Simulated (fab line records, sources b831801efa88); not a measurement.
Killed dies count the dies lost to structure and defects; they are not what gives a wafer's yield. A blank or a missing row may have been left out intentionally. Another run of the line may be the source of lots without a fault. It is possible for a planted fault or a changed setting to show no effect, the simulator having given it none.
Problem report, 8D (eight disciplines) form, completed by code || flow sky130 || the parts of the form that need people (team, actions taken, sign-off) are left out

## 1. THE ISSUE
beam_energy_keV at SKY_LDD_LDN_IMPLANT_11 reads a mean of 16.453 on 6 wafers of 2 lots; wafers without a fault read 15.000 with a standard deviation of 0.0048. That is +99 or more standard deviations from the usual mean.
First seen on wafer L919.1, day 27 11:56, on implanter-03. At this step, 39 wafers from 13 lots have a number in the record. Rule for "out", or "out of limits": more than 4 standard deviations from the usual mean. The rest of the wafers with a number are treated as sound.

## 2. WHAT IT IS; WHAT IT IS NOT
{"question": "which readings at this step", "is": "beam_energy_keV", "is not": "-"}
{"question": "which lots", "is": "L919, L922", "is not": "L907, L908, L910, L914, L915, L916, L917, L918, L923, L926, L927"}
{"question": "which wafers of those lots", "is": "all that have a number", "is not": "-"}
{"question": "read on which tools", "is": "implanter-03", "is not": "implanter-01, implanter-02"}
{"question": "when", "is": "from day 27 11:56", "is not": "up to then (24 sound wafers); but 9 sound wafers of L923, L926, L927 came after"}

## 3. WHAT RULES OUT EACH SUSPECT
Counting: a tool stays on the suspect list if, at a process step up to the reading, it processed all lots that are out and no sound lot following the first of them.
- plasma_asher-02 at SKY_LDD_HVN_STRIP_09 (strips in O2/N2): ruled out as a lasting fault. The sound lots L927 went through it after L919, its earliest lot that is out (day 24 23:29).
- implanter-03 at SKY_LDD_LDN_IMPLANT_11: kept. Every lot that is out went through it, starting with L919 (day 27 11:56), and after that it ran no sound lot; the last sound lot it ran before then is L916 (day 26 11:56). Its own readings are out on those wafers: beam_energy_keV.
After counting, what remains is implanter-03 at SKY_LDD_LDN_IMPLANT_11.

## 4. THE CAUSE (what the simulator had put in)
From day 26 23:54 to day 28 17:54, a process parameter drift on implanter-03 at SKY_LDD_LDN_IMPLANT_11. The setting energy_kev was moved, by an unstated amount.
The count eliminated every tool but this one.

## 5. THE EFFECT CHAIN, in route order
One row per reading whose mean, taken over the struck wafers that have a number, lies over 3 standard deviations from the usual. Readings are gone through only where the record gives a usual standard deviation; hours: the median, over the lots, of the time from a lot's start at the first step in this table giving one to that lot's start at this step; sigmas: the change measured in usual standard deviations.
{"hours": 0, "step": "SKY_LDD_LDN_IMPLANT_11", "reading": "beam_energy_keV", "usual": 15.000, "on struck wafers": 16.453, "change": "+1.453", "sigmas": "+99 or more"}
Here are the process steps it includes:
- SKY_LDD_LDN_IMPLANT_11

## 6. HOW IT WOULD HAVE BEEN CAUGHT EARLIER
First out-of-limits reading in this record: day 27 11:56, which is 12 hours after fault onset at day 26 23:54.
